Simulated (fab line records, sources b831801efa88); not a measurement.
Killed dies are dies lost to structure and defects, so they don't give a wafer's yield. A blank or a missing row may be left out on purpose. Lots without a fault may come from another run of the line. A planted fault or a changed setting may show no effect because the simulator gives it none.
Chamber matching | flow sky130 | SKY_POLY_GATE_ETCH_16 on rie_diel-01: 4 sister chambers
The step etches Si3N4 in CH3F/O2, stops on poly-Si, time 147.5 s, target depth 75 nm. 4 wafers are shown with their chamber, then 7 later ones without.

WAFERS WITH THEIR CHAMBER
wafer  | chamber | drypump_motor_current_A (A)
L591.5 | 0       | 6.2
L595.6 | 2       | 5.0
L603.1 | 1       | 5.6
L603.3 | 3       | 5.4

WAFERS WITHOUT THEIR CHAMBER
wafer  | drypump_motor_current_A (A)
L603.4 | 5.0
L607.1 | 5.4
L607.3 | 6.1
L607.5 | 5.6
L608.2 | 6.2
L608.4 | 5.7
L608.6 | 5.4

WHICH CHAMBER EACH WENT THROUGH
wafer  | from the rows above | in truth
L603.4 | 2                   | 2
L607.1 | 3                   | 3
L607.3 | 0                   | 0
L607.5 | 1                   | 1
L608.2 | 0                   | 0
L608.4 | 1                   | 1
L608.6 | 3                   | 3
Placed correctly: 7 of 7. Can't be placed from these rows: 0. Placed wrongly: 0.
How it was worked out, from the rows above alone: a wafer's distance from a chamber is the root of the sum, over the readings, of the square of ((its reading less the chamber's mean) divided by the reading's scatter). The wafer belongs to the nearest chamber; if the next one is less than 2 further off, it can't be placed. A chamber's mean is the mean of its shown wafers. The scatter: with one shown wafer a chamber, the root of the mean of the squares of how far each hidden wafer lies from its nearest shown one.
